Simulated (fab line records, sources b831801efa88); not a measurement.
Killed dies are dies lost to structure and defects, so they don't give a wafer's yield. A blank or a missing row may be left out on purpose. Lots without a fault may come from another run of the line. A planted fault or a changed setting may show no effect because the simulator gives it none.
Chamber matching | flow sky130 | SKY_CONTACT_CMP_27 on cmp-01: 4 sister chambers
The step polishes, stops on SiO2, t overpolish 15 s, target thk 0 nm. 14 wafers are shown with their chamber, then 7 later ones without.

WAFERS WITH THEIR CHAMBER
wafer  | chamber | motor_current_A (A) | retaining_ring_pressure_frac
L124.1 | 0       | 10.1                | 0.996
L124.2 | 3       | 10.2                | 0.999
L124.6 | 2       | 11.0                | 1.001
L127.3 | 1       | 12.1                | 1.000
L127.4 | 0       | 9.8                 | 1.002
L127.5 | 1       | 11.5                | 1.005
L131.1 | 2       | 11.4                | 0.993
L131.2 | 0       | 10.2                | 1.002
L131.3 | 1       | 12.0                | 0.997
L138.3 | 0       | 10.7                | 0.988
L138.5 | 3       | 10.3                | 1.004
L138.6 | 2       | 10.9                | 1.001
L142.1 | 3       | 10.0                | 1.006
L142.5 | 2       | 11.1                | 1.001

SIGNATURES (means of the wafers above)
reading                      | chamber 0 | chamber 1 | chamber 2 | chamber 3 | scatter within a chamber
motor_current_A              | 10.200    | 11.867    | 11.100    | 10.167    | 0.285
retaining_ring_pressure_frac | 0.99700   | 1.00067   | 0.99900   | 1.00300   | 0.00489
Rule: a wafer's distance from a chamber is the root of the sum, over the readings, of the square of ((its reading less the chamber's mean) divided by the reading's scatter). The wafer belongs to the nearest chamber; if the next one is less than 2 further off, it can't be placed. The scatter: the root of (the sum of the squares of (reading less its chamber's mean) over the shown wafers, divided by (wafers less chambers)).

WAFERS WITHOUT THEIR CHAMBER
wafer  | motor_current_A (A) | retaining_ring_pressure_frac
L142.6 | 10.0                | 1.004
L144.3 | 12.2                | 1.001
L144.5 | 9.8                 | 0.998
L144.6 | 10.2                | 0.990
L147.2 | 10.4                | 0.994
L147.3 | 11.1                | 0.994
L147.5 | 11.9                | 0.996

WHICH CHAMBER EACH WENT THROUGH
wafer  | from the rows above          | in truth
L142.6 | can't be placed: 3 or 0      | 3
L144.3 | 1                            | 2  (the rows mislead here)
L144.5 | can't be placed: 0 or 3      | 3
L144.6 | can't be placed: 0 or 3      | 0
L147.2 | can't be placed: 0 or 3 or 2 | 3
L147.3 | can't be placed: 2 or 1      | 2
L147.5 | can't be placed: 1 or 2      | 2
Placed correctly: 0 of 7. Can't be placed from these rows: 6 (the true chamber is among the candidates in 6). Placed wrongly: 1.
